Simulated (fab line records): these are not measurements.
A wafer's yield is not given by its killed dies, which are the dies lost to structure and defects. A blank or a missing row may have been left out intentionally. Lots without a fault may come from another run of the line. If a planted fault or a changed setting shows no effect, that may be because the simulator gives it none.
Struck lot and sound lot, side by side	flow sky130	17 steps out of a route of 708
Sound: the wafers L655.1, L655.2, L655.5. Struck: wafer L642.6 (L642.3, L642.4, from the same lot, were not struck and are left out); the cause is given at the end.
For every step that has rows: the tool of each side, followed by ch and its chambers, followed by its first start. Under that, the readings that differ: sound wafers	struck wafers	difference of the means	sigmas: that difference in standard deviations of wafers without a fault.
alike: a reading whose means differ by less than 2 such deviations, as well as words and numbers matching on both sides. not compared: withheld readings; readings where some wafer has no value; bounds like >300 that might hide an equal value; numbers whose values overlap and for which the record gives no deviation.
The two part at a step that has a row with sigmas, a row that says differs or no value, or rows on one side only. Numbers that don't overlap but have no deviation are shown without sigmas and don't part them. A reading that every wafer of one side lacks parts them only if that side has two wafers or more.

first, 2 steps without rows for these wafers: SKY_LOCAL_INTERCONNECT_PEB_09; SKY_LOCAL_INTERCONNECT_DEVELOP_10 (develop time 60 s).
SKY_LOCAL_INTERCONNECT_CD_MEAS_11: the cd target is 170 nm.
  sound on cd-sem-02 at day 37 00:42; struck on cd-sem-02 at day 32 17:25
  alike: cd-nm
SKY_LOCAL_INTERCONNECT_OVL_MEAS_12:
  sound on overlay-02 at day 37 00:49; struck on overlay-01 at day 32 17:30
  alike: LOCAL_INTERCONNECT_OVL
SKY_LOCAL_INTERCONNECT_ETCH_13: etches BARC in N2/H2, stops on SiO2, time 45.9 s, target depth 60 nm.
  sound on rie-metal-04 ch 0,1, day 37 00:51; struck on rie-metal-03 ch 0, day 32 17:32
  alike: drypump-motor-current-A, oes-product-au, throttle-valve-pct
  not compared: rf-hours-counter-h
SKY_LOCAL_INTERCONNECT_METAL_ETCH_14: etches TiN in Cl2/BCl3, stops on PSG, target depth 110 nm, time 31.4 s.
  sound on rie-metal-04 ch 0,1, day 37 00:55; struck on rie-metal-03 ch 0, day 32 17:36
  alike: drypump-motor-current-A, oes-product-au, throttle-valve-pct
  not compared: rf-hours-counter-h
SKY_LOCAL_INTERCONNECT_STRIP_15: strips in O2/N2.
  sound on plasma-asher-02 ch 0,1, day 37 00:58; struck on plasma-asher-02 ch 1, day 32 17:40
  alike: drypump-motor-current-A, oes-product-au, strip-time-to-endpoint-s
  not compared: rf-hours-counter-h
then, 3 steps without rows for these wafers: SKY_LOCAL_INTERCONNECT_STRIP_16 (strips in post etch residue remover, time 1200 s); SKY_LOCAL_INTERCONNECT_CLEAN_17 (cleans in IPA, time 180 s); SKY_LOCAL_INTERCONNECT_CLEAN_18 (cleans in O3/DIW).
SKY_CONTACT_CVD_00: deposits Si3N4, target thk 75 nm.
  sound on pecvd-01 ch 0,1, day 37 01:34; struck on pecvd-01 ch 1, day 32 18:14
  alike: heater-power-w
SKY_CONTACT_THK_MEAS_01:
  sound on film-metro-01 at day 37 01:36; struck on film-metro-03 at day 32 18:17
  alike: CONTACT_CVD_00_THK
SKY_CONTACT_HDPCVD_02: deposits SiO2, target thk 565 nm, time 94.2 s.
  sound on hdpcvd-02 ch 0,1, day 37 01:40; struck on hdpcvd-02 ch 1, day 32 18:19
reading	sound	struck	difference	sigmas
sih4-flow-sccm (sccm)	60.10 60.21 60.07	48.02	-12.11	-64
model.SiO2_of_CONTACT_HDPCVD_02.thk-nm (nm)	571.5 579.6 579.6	456.4	-120.5	
SKY_CONTACT_THK_MEAS_03:
  sound on film-metro-03 at day 37 01:44; struck on film-metro-01 at day 32 18:25
reading	sound	struck	difference	sigmas
CONTACT_HDPCVD_THK (nm)	572 579 579	456	-121	-19
SKY_CONTACT_CMP_04: polishes SiO2.
  sound on cmp-02 ch 1,2,3, day 37 01:47; struck on cmp-02 ch 2, day 32 18:30
reading	sound	struck	difference	sigmas
time-to-endpoint-s (s)	84 87 88	45	-41	-12
  alike: motor-current-A
SKY_CONTACT_BOW_MEAS_05:
  sound on film-metro-01 at day 37 02:05; struck on film-metro-01 at day 32 18:47
reading	sound	struck	difference	sigmas
CONTACT_BOW (um)	87 94 79	71	-16	-2
-- the record jumps here: 15 days lie between the struck wafers' starts before and after (it left off in module CONTACT and takes up again in module PAD_OPEN, whose first step shown is number 708 of the route) --
SKY_PAD_OPEN_PROBE_99:
  sound on prober-01 at day 50 15:07; struck on prober-02 at day 47 16:05
  alike: killed_at_M0_to_M3, killed_at_M4_up, killed-at-contacts, killed-at-front-end, killed-at-other, killed-dies, killed-open, killed-short

WHERE THEY PART
At SKY_CONTACT_HDPCVD_02 first; at SKY_CONTACT_BOW_MEAS_05 last (within this record only). Later steps at which nothing parts them and some readings are alike: SKY_PAD_OPEN_PROBE_99.

WHY: whatever the simulator had introduced
hdpcvd-02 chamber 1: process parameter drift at SKY_CONTACT_HDPCVD_02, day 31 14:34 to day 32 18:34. From 60, the setting sih4-flow-sccm moved by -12. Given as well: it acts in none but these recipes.
